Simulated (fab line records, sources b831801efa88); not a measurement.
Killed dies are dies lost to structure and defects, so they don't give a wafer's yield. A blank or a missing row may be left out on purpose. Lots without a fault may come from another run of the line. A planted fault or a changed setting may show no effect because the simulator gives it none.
fab line records | flow gf180mcu
record lots=13 wafers=39 last_day=34
route steps=602 shown NWELL@52 MVSD@70 VT_IMPLANT@121 DUAL_GATE@144
lots that met no fault: from a run of the same line without faults
start_h: hours from the record's first day to the start of the lot's first wafer shown | wait_h: hours since the lot's step before | " the same as in the row above | L1.1+2: a row that stands for several wafers | - no value, or no start given | * or withheld: withheld | < > ~ a bound
route shown NAME@n: a module of which the file shows steps, and the number in the route of the first | usual: mean/standard deviation of fault-free wafers | same: alike in all rows | chamber/n: place in a boat | sites: the reading at each site | _std_site: their standard deviation | _edge_site: outer sites' mean less inner sites' | radius_mm: how far each site lies from the wafer's centre | mask NAME#n: copy n | behind: the tool/chamber that last shaped the wafer | hold: why the lot was held/for how many hours/how that ended | device: the transistor (n, p or np) that didn't switch | end of line: the same wafers' tests at the end of the route | a step without rows: its recipe alone | killed: dies lost to structure and defects at the first sort, not the wafer's yield | map: a wafer's dies, x killed, . not, _ none there
set.NAME: the setting as run; set.NAME@STEP: as run at that earlier step | model.NAME: the simulator's own value behind a step, which no gauge read
steps of the route over a sample of lots; a table a step, a row a wafer
services: from which hour (start_h, from the record's first day; less than 0 if before it) a tool's chamber was out of use, for how many hours, and why
## steps
# step GF_NWELL_STRIP_10
# recipe chemistry=O2/N2 power_w=1400 pressure_mtorr=1500 platen_temp_c=250 o2_flow_sccm=3000 n2_flow_sccm=300 overash_fraction=0.5
# usual drypump_motor_current_A=5.6/0.41 heater_power_w=300/37 n2_flow_sccm=300.1/0.9 o2_flow_sccm=3001/9.2 oes_product_au=0.723/0.0046 strip_time_to_endpoint_s=37.01/0.074
# same overash_fraction=0.5
# columns lot.wafer tool chamber start_h wait_h drypump_motor_current_A heater_power_w n2_flow_sccm o2_flow_sccm oes_product_au rf_hours_counter_h strip_time_to_endpoint_s
L122.1 plasma_asher-04 0 56.46 0.1 5.7 326 299.8 3004 0.719 39 37.07
L122.4 " 1 " " 5.1 258 299.6 3013 0.723 - 37.07
L122.5 " 0 " " 5.7 330 299.2 3000 0.723 - 37.12
L123.3 plasma_asher-02 0 60.93 0.1 6.1 268 300.4 3020 0.723 - 37.01
L123.5 " 0 " " 6.1 268 300.4 3018 0.720 - 36.86
L123.6 " 1 " " 5.5 314 300.6 2991 0.721 - 36.96
L124.2 plasma_asher-02 0 66.45 0.1 6.1 270 302.1 2998 0.716 42 37.07
L124.4 " 0 " " 6.1 279 301.1 2999 0.726 - 37.00
L124.5 " 1 " " 5.5 317 298.4 3002 0.723 - 36.89
L125.1 plasma_asher-04 0 70.95 0.1 5.7 330 299.7 3002 0.727 40 37.00
L125.2 " 1 " " 5.1 254 299.8 2990 0.713 40 37.09
L125.4 " 1 " " 5.1 257 300.2 3007 0.721 - 37.07
L130.1 plasma_asher-01 1 98.15 0.1 6.4 338 301.7 2997 0.728 31 37.00
L130.4 " 0 " " 5.5 321 301.5 2992 0.711 - 36.86
L130.5 " 0 " " 5.5 325 300.8 2998 0.719 - 37.13
L131.1 plasma_asher-04 1 104.16 0.1 5.1 257 300.4 2991 0.718 44 37.04
L131.2 " 0 " " 5.7 329 300.9 2997 0.725 44 36.99
L131.4 " 0 " " 5.7 330 300.7 2996 0.728 - 36.99
L132.1 plasma_asher-01 1 109.01 0.1 6.3 347 300.6 3013 0.717 32 36.91
L132.4 " 1 " " 6.3 333 300.2 3025 0.724 - 37.01
L132.6 " 0 " " 5.5 327 300.1 3006 0.721 - 36.90
L133.2 plasma_asher-02 1 114.15 0.1 5.6 314 300.8 2996 0.713 47 37.11
L133.3 " 1 " " 5.5 319 301.2 2998 0.723 - 37.03
L133.4 " 0 " " 6.1 265 298.1 3015 0.719 - 37.05
L139.1 plasma_asher-04 1 148.74 0.1 5.1 256 301.6 2995 0.716 3 36.87
L139.4 " 1 " " 5.1 258 300.5 3006 0.725 - 36.89
L139.6 " 0 " " 5.7 339 301.9 2998 0.724 - 36.95
L141.1 plasma_asher-01 1 161.01 0.1 6.4 334 298.7 3014 0.723 38 37.02
L141.2 " 0 " " 5.5 331 300.9 3005 0.729 38 36.96
L141.5 " 0 " " 5.5 328 300.7 2997 0.725 - 36.88
L142.1 plasma_asher-02 0 165.06 0.1 6.1 265 300.5 2988 0.722 52 37.05
L142.4 " 1 " " 5.5 315 300.8 3012 0.729 - 37.12
L142.5 " 1 " " 5.6 312 301.3 3009 0.729 - 37.00
L143.1 plasma_asher-04 0 169.64 0.1 5.7 336 298.7 3002 0.719 5 36.88
L143.3 " 0 " " 5.7 340 299.7 2985 0.734 - 36.95
L143.6 " 1 " " 5.1 247 300.7 2999 0.726 - 36.93
L144.1 plasma_asher-04 0 174.89 0.1 5.7 346 299.0 2999 0.722 6 37.03
L144.5 " 1 " " 5.1 258 301.6 2996 0.724 - 37.04
L144.6 " 0 " " 5.7 343 299.2 2992 0.724 - 36.99
# step GF_MVSD_EXPOSE_04
# recipe mask_id=MVSD target_cd_nm=1000 na=0.6 source_shape=conventional sigma_outer=0.6 dose_mj=260
# columns lot.wafer tool chamber start_h wait_h mask
L122.1+4+5 iline_stepper-02 0 76.56 - MVSD#0
L123.3+5+6 iline_stepper-01 0 80.97 - MVSD#0
L124.2+4+5 iline_stepper-01 0 85.88 - MVSD#0
L125.1+2+4 iline_stepper-01 0 91.76 - MVSD#0
L130.1+4+5 iline_stepper-02 0 119.36 - MVSD#0
L131.1+2+4 iline_stepper-02 0 126.75 - MVSD#0
L132.1+4+6 iline_stepper-01 0 131.33 - LVPWELL#0
L133.2+3+4 iline_stepper-01 0 138.00 - MVSD#0
L139.1+4+6 iline_stepper-01 0 173.81 - MVSD#0
L141.1+2+5 iline_stepper-01 0 186.43 - MVSD#0
L142.1+4+5 iline_stepper-01 0 191.01 - MVSD#0
L143.1+3+6 iline_stepper-01 0 195.31 - MVSD#0
L144.1+5+6 iline_stepper-01 0 200.80 - MVSD#0
# step GF_MVSD_OVL_MEAS_07
# usual MVSD_OVL=1.6/1.5
# columns lot.wafer tool chamber start_h wait_h MVSD_OVL[nm]
L122.1 overlay-01 - 83.50 - 4.9
L122.4 " - " " 5.1
L122.5 " - " " 3.8
L123.3 overlay-02 - 87.64 - 2.0
L123.5 " - " " 1.3
L123.6 " - " " 1.9
L124.2 overlay-02 - 92.12 - -0.5
L124.4 " - " " 2.1
L124.5 " - " " 0.6
L125.1 overlay-01 - 98.76 - 3.3
L125.2 " - " " 2.6
L125.4 " - " " 2.8
L130.1 overlay-02 - 126.76 - 2.3
L130.4 " - " " 1.7
L130.5 " - " " 1.3
L131.1 overlay-02 - 134.00 - -2.7
L131.2 " - " " -3.3
L131.4 " - " " -0.8
L132.1 overlay-01 - 138.93 - -
L132.4 " - " " -
L132.6 " - " " -
L133.2 overlay-01 - 145.13 - 1.1
L133.3 " - " " 3.7
L133.4 " - " " 3.4
L139.1 overlay-01 - 181.20 - -1.2
L139.4 " - " " 1.0
L139.6 " - " " 0.6
L141.1 overlay-01 - 194.75 - 3.7
L141.2 " - " " 3.4
L141.5 " - " " 3.0
L142.1 overlay-02 - 199.27 - 1.2
L142.4 " - " " 1.7
L142.5 " - " " 0.8
L143.1 overlay-01 - 203.85 - 2.8
L143.3 " - " " 0.4
L143.6 " - " " 0.5
L144.1 overlay-02 - 209.60 - 0.8
L144.5 " - " " 2.4
L144.6 " - " " 2.2
# step GF_MVSD_TW_MEAS_11
# usual MVSD_TW=1577/22
# columns lot.wafer tool chamber start_h wait_h MVSD_TW
L122.1 film_metro-02 - 83.94 0.1 1542
L122.4 " - " " 1555
L122.5 " - " " 1555
L123.3 film_metro-02 - 88.08 0.1 1554
L123.5 " - " " 1551
L123.6 " - " " 1556
L124.2 film_metro-02 - 92.56 0.1 1567
L124.4 " - " " 1559
L124.5 " - " " 1555
L125.1 film_metro-02 - 99.20 0.1 1544
L125.2 " - " " 1549
L125.4 " - " " 1537
L130.1 film_metro-04 - 127.19 0.1 1602
L130.4 " - " " 1599
L130.5 " - " " 1602
L131.1 film_metro-01 - 134.44 0.1 1554
L131.2 " - " " 1561
L131.4 " - " " 1551
L132.1 film_metro-01 - 139.36 0.1 30
L132.4 " - " " 30
L132.6 " - " " 30
L133.2 film_metro-04 - 145.57 0.1 1592
L133.3 " - " " 1597
L133.4 " - " " 1599
L139.1 film_metro-04 - 181.64 0.1 1598
L139.4 " - " " 1588
L139.6 " - " " 1594
L141.1 film_metro-04 - 195.19 0.1 1584
L141.2 " - " " 1582
L141.5 " - " " 1584
L142.1 film_metro-04 - 199.71 0.1 1589
L142.4 " - " " 1592
L142.5 " - " " 1584
L143.1 film_metro-04 - 204.29 0.1 1590
L143.3 " - " " 1585
L143.6 " - " " 1591
L144.1 film_metro-02 - 210.04 0.1 1555
L144.5 " - " " 1556
L144.6 " - " " 1554
# step GF_VT_IMPLANT_STRIP_31
# recipe chemistry=O2/N2 power_w=1400 pressure_mtorr=1500 platen_temp_c=250 o2_flow_sccm=3000 n2_flow_sccm=300 overash_fraction=0.5
# usual drypump_motor_current_A=5.7/0.41 heater_power_w=306/36 n2_flow_sccm=300.0/0.94 o2_flow_sccm=3001/9 oes_product_au=0.716/0.0044 strip_time_to_endpoint_s=12.63/0.036
# same overash_fraction=0.5
# columns lot.wafer tool chamber start_h wait_h drypump_motor_current_A heater_power_w n2_flow_sccm o2_flow_sccm oes_product_au rf_hours_counter_h strip_time_to_endpoint_s
L122.1 plasma_asher-02 0 141.51 0.1 6.1 274 299.1 3011 0.718 49 12.63
L122.4 " 1 " " 5.5 308 301.9 3007 0.710 - 12.64
L122.5 " 1 " " 5.5 315 300.4 2992 0.717 - 12.66
L123.3 plasma_asher-02 0 146.04 0.1 6.1 272 300.9 3002 0.721 - 12.64
L123.5 " 1 " " 5.5 309 302.1 3002 0.719 - 12.66
L123.6 " 0 " " 6.1 272 300.2 2997 0.700 - 12.64
L124.2 plasma_asher-04 0 152.04 0.1 5.7 344 300.0 2997 0.713 3 12.57
L124.4 " 1 " " 5.1 253 300.8 3004 0.710 - 12.56
L124.5 " 1 " " 5.1 253 298.6 2998 0.710 - 12.58
L125.1 plasma_asher-01 1 159.24 0.1 6.3 328 301.0 3011 0.713 38 12.70
L125.2 " 0 " " 5.5 326 301.4 3002 0.716 38 12.61
L125.4 " 1 " " 6.3 331 299.8 2997 0.719 - 12.68
L130.1 plasma_asher-04 1 191.81 0.1 5.1 251 299.3 2994 0.711 8 12.58
L130.4 " 0 " " 5.7 342 299.1 2994 0.712 - 12.65
L130.5 " 0 " " 5.7 347 300.4 2993 0.718 - 12.63
L131.1 plasma_asher-01 1 199.76 0.1 6.3 345 299.3 3008 0.717 43 12.62
L131.2 " 0 " " 5.5 321 300.7 2995 0.725 43 12.65
L131.4 " 1 " " 6.3 340 299.7 3008 0.714 - 12.63
L132.1 plasma_asher-01 0 205.61 0.1 5.5 327 300.1 3015 0.721 43 12.63
L132.4 " 1 " " 6.3 344 300.7 3013 0.718 - 12.67
L132.6 " 1 " " 6.3 338 301.6 3018 0.716 - 12.64
L133.2 plasma_asher-02 1 213.16 0.1 5.6 322 300.4 3001 0.716 57 12.64
L133.3 " 0 " " 6.1 271 299.5 2996 0.715 - 12.64
L133.4 " 1 " " 5.6 307 301.3 3002 0.719 - 12.65
L139.1 plasma_asher-02 1 252.66 0.1 5.5 316 302.0 3003 0.716 61 12.60
L139.4 " 1 " " 5.5 316 302.2 3016 0.717 - 12.60
L139.6 " 1 " " 5.5 323 301.6 2999 0.713 - 12.62
L141.1 plasma_asher-02 0 268.49 0.1 6.1 266 299.7 3016 0.719 63 12.69
L141.2 " 1 " " 5.5 315 300.2 2991 0.718 63 12.66
L141.5 " 0 " " 6.1 269 299.3 3002 0.725 - 12.65
L142.1 plasma_asher-04 1 273.21 0.1 5.1 256 298.8 2998 0.722 16 12.58
L142.4 " 0 " " 5.7 337 300.7 2996 0.721 - 12.59
L142.5 " 0 " " 5.7 341 301.6 2990 0.719 - 12.57
L143.1 plasma_asher-04 0 278.81 0.1 5.7 344 298.8 2990 0.718 17 12.58
L143.3 " 0 " " 5.7 335 298.0 2996 0.716 - 12.59
L143.6 " 1 " " 5.1 251 298.0 3010 0.721 - 12.64
L144.1 plasma_asher-04 0 283.31 0.1 5.7 352 300.6 3008 0.719 17 12.65
L144.5 " 1 " " 5.1 257 300.2 3004 0.717 - 12.67
L144.6 " 0 " " 5.7 346 299.6 3003 0.708 - 12.65
# step GF_DUAL_GATE_THK_MEAS_03
# recipe reads=SiO2_of_DUAL_GATE_OXIDATION_02
# usual DUAL_GATE_OXIDATION_00_THK=10.84/0.25
# columns lot.wafer tool chamber start_h wait_h DUAL_GATE_OXIDATION_00_THK[nm]
L122.1 film_metro-01 - 159.87 0.0 10.68
L122.4 " - " " 10.75
L122.5 " - " " 10.63
L123.3 film_metro-01 - 165.52 0.0 10.83
L123.5 " - " " 10.93
L123.6 " - " " 10.69
L124.2 film_metro-03 - 170.32 0.0 10.85
L124.4 " - " " 10.75
L124.5 " - " " 10.96
L125.1 film_metro-02 - 179.51 0.0 10.88
L125.2 " - " " 11.04
L125.4 " - " " 10.96
L130.1 film_metro-02 - 212.31 0.0 10.88
L130.4 " - " " 10.75
L130.5 " - " " 10.84
L131.1 film_metro-03 - 222.22 0.0 10.66
L131.2 " - " " 10.62
L131.4 " - " " 10.57
L132.1 film_metro-02 - 229.13 0.0 10.62
L132.4 " - " " 10.77
L132.6 " - " " 10.71
L133.2 film_metro-01 - 236.18 0.0 10.96
L133.3 " - " " 10.91
L133.4 " - " " 10.88
L139.1 film_metro-03 - 274.69 0.0 10.67
L139.4 " - " " 10.70
L139.6 " - " " 10.75
L141.1 film_metro-01 - 290.77 0.0 10.81
L141.2 " - " " 10.94
L141.5 " - " " 10.81
L142.1 film_metro-02 - 295.38 0.0 10.49
L142.4 " - " " 10.74
L142.5 " - " " 10.40
L143.1 film_metro-01 - 301.41 0.0 10.74
L143.3 " - " " 10.68
L143.6 " - " " 10.80
L144.1 film_metro-03 - 305.79 0.0 10.87
L144.5 " - " " 10.88
L144.6 " - " " 10.73
## services
# columns tool chamber start_h hours kind
iline_stepper-01 - 45.61 4.0 repair
iline_stepper-01 - 49.66 1.7 pm
iline_stepper-01 - 63.30 10.3 repair
plasma_asher-01 - 85.72 2.6 repair
plasma_asher-01 - 96.79 0.7 repair
plasma_asher-04 - 97.65 2.1 repair
iline_stepper-02 - 99.10 2.1 pm
iline_stepper-02 - 101.19 - consumable_replace:lamp
plasma_asher-04 - 108.75 9.0 pm
plasma_asher-04 0 108.75 9.0 vent_cycle
plasma_asher-04 1 108.75 9.0 vent_cycle
plasma_asher-04 0 117.75 - clean
plasma_asher-04 1 117.75 - clean
plasma_asher-04 - 118.84 0.4 repair
iline_stepper-01 0 122.62 - calibration
plasma_asher-02 - 122.64 5.1 repair
iline_stepper-02 0 140.70 - calibration
iline_stepper-02 - 152.45 1.7 pm
plasma_asher-02 - 174.17 0.6 repair
iline_stepper-01 - 224.27 4.3 pm
plasma_asher-02 - 244.87 0.4 repair
iline_stepper-01 - 267.50 1.7 pm
iline_stepper-01 - 278.90 2.4 repair
## key
first_sign step=GF_MVSD_EXPOSE_04 reading=mask direction=changed
effect step=GF_MVSD_OVL_MEAS_07 reading=MVSD_OVL direction=missing
effect step=GF_MVSD_TW_MEAS_11 reading=MVSD_TW direction=down sigmas=72 usual=1577 struck=30
met_at GF_MVSD_EXPOSE_04
struck_lots L132
sort_left_out L132.1,L132.4,L132.6
tester_left_out L132
not_acting_at GF_NWELL_STRIP_10,GF_VT_IMPLANT_STRIP_31,GF_DUAL_GATE_THK_MEAS_03
onset_between 91.76 131.33
fault kind=wrong_mask tool=any chamber=- onset_h=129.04 steps=GF_MVSD_EXPOSE_04 aux_copy=LVPWELL#0 scope=struck_lots_only
# tester_left_out: of these lots the tester's yield and bins aren't shown, on N5 and GAA mostly nor the transistor test; their killed dies are dies lost to structure and defects alone, not to doping, threshold or leakage, so they don't give the yield
# sort_left_out: the simulated sort isn't trusted on such a fault, so these wafers' sort isn't shown, and their yield isn't known
